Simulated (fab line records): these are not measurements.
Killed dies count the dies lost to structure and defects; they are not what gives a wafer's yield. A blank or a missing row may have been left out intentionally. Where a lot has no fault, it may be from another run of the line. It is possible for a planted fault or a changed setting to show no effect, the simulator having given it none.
Code-filled problem report in 8D (eight disciplines) form -- flow sky130 -- the parts of the form that need people (team, actions taken, sign-off) are left out

## 1. THE ISSUE
PWDE_TW at SKY_PWDE_TW_MEAS_10 reads a mean of 387.4 on 6 wafers of 2 lots; wafers without a fault read 374.3 with a standard deviation of 1.7. Measured from the usual mean, that is +7.7 standard deviations.
First observed at day 6 12:25: wafer L577.3, on film-metro-03. The record has a number at this step for 33 wafers belonging to 11 lots. Rule for "out", or "out of limits": more than 4 standard deviations from the usual mean. The other wafers with a number count as sound.

## 2. WHAT IT IS AND WHAT IT IS NOT
question,is,is not
which readings at this step,PWDE_TW,-
which lots,"L577, L579","L566, L567, L568, L569, L570, L581, L583, L584, L589"
which wafers of those lots,all that have a number,-
read on which gauges,"film-metro-01, film-metro-03",film-metro-02
when,from day 6 12:25,"up to then (15 sound wafers); but 12 sound wafers of L581, L583, L584, L589 came after"

## 3. THE SUSPECTS, EACH WITH WHAT RULES IT OUT
Counting: a tool at any process step up to the reading remains a suspect when it ran all the lots that are out and ran no sound lot after the first of those.
- ruled out: the gauge at SKY_PWDE_TW_MEAS_10. The wafers that are out were read on 2 gauges (film-metro-01, film-metro-03).
- implanter-04 at SKY_PWDE_IMPLANT_08: kept. It ran every lot that is out, first L577 (day 6 12:12), and no sound lot after that; its last sound lot up to then is L567 (day 4 00:42). On those wafers its own readings are out: beam-on-s, end-station-pressure-torr, faraday-current-uA.
The count leaves implanter-04 at SKY_PWDE_IMPLANT_08.

## 4. THE CAUSE (what the simulator had put in)
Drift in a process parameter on implanter-04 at SKY_PWDE_IMPLANT_08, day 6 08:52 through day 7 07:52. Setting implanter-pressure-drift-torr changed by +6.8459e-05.
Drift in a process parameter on implanter-04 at SKY_PWDE_IMPLANT_08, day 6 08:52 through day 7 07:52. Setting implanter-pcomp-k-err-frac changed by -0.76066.
This tool alone remained once counting was done.

## 5. SEQUENCE OF EFFECTS, ordered by route
Rows list readings where the struck wafers' mean (over those with a number) sits beyond 3 standard deviations from the usual. Only readings for which the record gives a usual standard deviation are gone through. hours: the time from each lot's start at the first step in this table that gives one to its start at this step, as a median over the lots. sigmas: the change in usual standard deviations.
hours,step,reading,usual,on struck wafers,change,sigmas
0,SKY_PWDE_IMPLANT_08,beam-on-s,10.01 s,11.21,+1.20,+7.1
0,SKY_PWDE_IMPLANT_08,end-station-pressure-torr,5.02e-06 Torr,7.43e-05,+6.93e-05,+99 or more
0,SKY_PWDE_IMPLANT_08,faraday-current-uA,20.3,17.7,-2.6,-7.7
0,SKY_PWDE_TW_MEAS_10,PWDE_TW,374.3,387.4,+13.1,+7.7
41,SKY_NWELL_RS_MEAS_31,PWDE_RS,5283 ohm/sq,4831,-452,-27
Here are the process steps it includes:
- SKY_PWDE_IMPLANT_08
Later steps that measure or inspect, where all struck wafers having a row at the step show a number for every such reading and not one has moved that far: SKY_VT_ADJUST_NCORE_OVL_MEAS_08.

## 6. WHAT WOULD HAVE CAUGHT IT SOONER
Counted from the fault's start at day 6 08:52, it took 4 hours until the first out-of-limits reading at a measuring or inspecting step in this record, taken at day 6 12:25.
Tool's own readings at SKY_PWDE_IMPLANT_08, beam-on-s, end-station-pressure-torr, faraday-current-uA: out on all struck wafers the step has rows for; an alarm limit on them would have tripped on the first.
Of the lots that are out (2), L579 began SKY_PWDE_IMPLANT_08 on implanter-04 after day 6 12:25. A hold on the tool at that time would have spared it.
